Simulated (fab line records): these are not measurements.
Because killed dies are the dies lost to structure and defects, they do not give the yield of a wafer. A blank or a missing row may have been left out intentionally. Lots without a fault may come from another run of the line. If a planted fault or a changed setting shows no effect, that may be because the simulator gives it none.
Shared-tool check || flow gf180mcu || 11 lots and 39 wafers in the sample

## WHAT PROMPTED THE OPENING
2 of 11 lots carry a flag on the reading HV_LDD_CVD_56_THK at GF_HV_LDD_THK_MEAS_57. Fault-free wafers read 90.2 nm, with a standard deviation of 0.92.
Rule: a lot is flagged in two cases, either no wafer of it has a number, or all its wafers with numbers fall more than 4 standard deviations from that mean. All remaining lots are regarded as sound.

{"lot": "L879", "measured": "day 12 15:23", "on": "filmMetro-01", "HV_LDD_CVD_56_THK (nm), wafer by wafer": "89.3 89.9 90.3", "flag": ""}
{"lot": "L881", "measured": "day 13 01:56", "on": "filmMetro-01", "HV_LDD_CVD_56_THK (nm), wafer by wafer": "88.0 88.9 88.8", "flag": ""}
{"lot": "L882", "measured": "day 13 09:48", "on": "filmMetro-02", "HV_LDD_CVD_56_THK (nm), wafer by wafer": "90.2 89.9 89.8", "flag": ""}
{"lot": "L886", "measured": "day 14 21:18", "on": "filmMetro-03", "HV_LDD_CVD_56_THK (nm), wafer by wafer": "89.5 88.8 89.3", "flag": ""}
{"lot": "L892", "measured": "day 17 02:26", "on": "filmMetro-01", "HV_LDD_CVD_56_THK (nm), wafer by wafer": "100.5 102.0 101.4 100.6 102.0 101.3", "flag": "FLAGGED"}
{"lot": "L893", "measured": "day 17 05:41", "on": "filmMetro-03", "HV_LDD_CVD_56_THK (nm), wafer by wafer": "101.7 101.8 101.7 101.6 101.9 101.8", "flag": "FLAGGED"}
{"lot": "L894", "measured": "day 17 17:21", "on": "filmMetro-02", "HV_LDD_CVD_56_THK (nm), wafer by wafer": "90.8 89.8 90.3", "flag": ""}
{"lot": "L896", "measured": "day 18 07:44", "on": "filmMetro-01", "HV_LDD_CVD_56_THK (nm), wafer by wafer": "90.7 91.3 91.4", "flag": ""}
{"lot": "L897", "measured": "day 18 13:35", "on": "filmMetro-02", "HV_LDD_CVD_56_THK (nm), wafer by wafer": "89.9 90.0 90.1", "flag": ""}
{"lot": "L901", "measured": "day 19 19:14", "on": "filmMetro-03", "HV_LDD_CVD_56_THK (nm), wafer by wafer": "90.5 89.5 89.3", "flag": ""}
{"lot": "L902", "measured": "day 20 07:41", "on": "filmMetro-03", "HV_LDD_CVD_56_THK (nm), wafer by wafer": "89.3 90.1 90.3", "flag": ""}
Average over the flagged lots: 101.5 nm; offset from the usual +11.3 nm, equal to +12 standard deviations.

## WHICH TOOL EACH LOT WENT THROUGH
The record keeps 1 process step preceding the reading, out of 602 steps on the route. Every cell lists first the tool, next ch and the chambers used by the sampled wafers, and last the start.
{"lot": "L879", "flag": "", "GF_HV_LDD_CVD_56": "lpcvd-01 ch 1, day 12 13:56"}
{"lot": "L881", "flag": "", "GF_HV_LDD_CVD_56": "lpcvd-02 ch 0, day 13 00:31"}
{"lot": "L882", "flag": "", "GF_HV_LDD_CVD_56": "lpcvd-01 ch 1, day 13 08:21"}
{"lot": "L886", "flag": "", "GF_HV_LDD_CVD_56": "lpcvd-01 ch 0, day 14 19:51"}
{"lot": "L892", "flag": "FLAGGED", "GF_HV_LDD_CVD_56": "lpcvd-01 ch 0, day 17 01:00"}
{"lot": "L893", "flag": "FLAGGED", "GF_HV_LDD_CVD_56": "lpcvd-01 ch 0, day 17 04:15"}
{"lot": "L894", "flag": "", "GF_HV_LDD_CVD_56": "lpcvd-02 ch 1, day 17 15:54"}
{"lot": "L896", "flag": "", "GF_HV_LDD_CVD_56": "lpcvd-02 ch 1, day 18 06:17"}
{"lot": "L897", "flag": "", "GF_HV_LDD_CVD_56": "lpcvd-02 ch 0, day 18 12:10"}
{"lot": "L901", "flag": "", "GF_HV_LDD_CVD_56": "lpcvd-02 ch 0, day 19 17:48"}
{"lot": "L902", "flag": "", "GF_HV_LDD_CVD_56": "lpcvd-02 ch 0, day 20 06:15"}
What these steps do:
- GF_HV_LDD_CVD_56: deposits Si3N4 from DCS/NH3, target thk 90 nm, time 1543 s.
- GF_HV_LDD_THK_MEAS_57

## FLAGGED AGAINST TOTAL, ONE TOOL AT A TIME (gauges that did the reading follow at the end)
{"step": "GF_HV_LDD_CVD_56", "tool": "lpcvd-01", "lots run": 5, "flagged": 2, "share of the flagged lots": "all", "sound lots run after its first flagged lot": 0}
{"step": "GF_HV_LDD_CVD_56", "tool": "lpcvd-02", "lots run": 6, "flagged": 0, "share of the flagged lots": "none", "sound lots run after its first flagged lot": "-"}
{"step": "GF_HV_LDD_THK_MEAS_57", "tool": "filmMetro-01", "lots run": 4, "flagged": 1, "share of the flagged lots": "some", "sound lots run after its first flagged lot": "1 (L896)"}
{"step": "GF_HV_LDD_THK_MEAS_57", "tool": "filmMetro-02", "lots run": 3, "flagged": 0, "share of the flagged lots": "none", "sound lots run after its first flagged lot": "-"}
{"step": "GF_HV_LDD_THK_MEAS_57", "tool": "filmMetro-03", "lots run": 4, "flagged": 1, "share of the flagged lots": "some", "sound lots run after its first flagged lot": "2 (L901,L902)"}

## WHAT THE TABLE ALLOWS
Rows of the table that ran each flagged lot: 1, that is lpcvd-01 at GF_HV_LDD_CVD_56.
- lpcvd-01 at GF_HV_LDD_CVD_56 ran 5 lots, 2 of them flagged. Last sound lot L886 at day 14 19:51, first flagged lot L892 at day 17 01:00; a fault beginning in between fits. Its own readings lie more than 4 standard deviations out on every wafer of the flagged lots: spikeTcLowerC, susceptorTempC.
One tool is left: lpcvd-01 at GF_HV_LDD_CVD_56.

## WHAT THE SIMULATOR PUT IN
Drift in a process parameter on lpcvd-01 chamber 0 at GF_HV_LDD_CVD_56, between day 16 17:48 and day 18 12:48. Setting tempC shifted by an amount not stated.
Struck lots among those shown: L892, L893. The rule above reached the same finding.
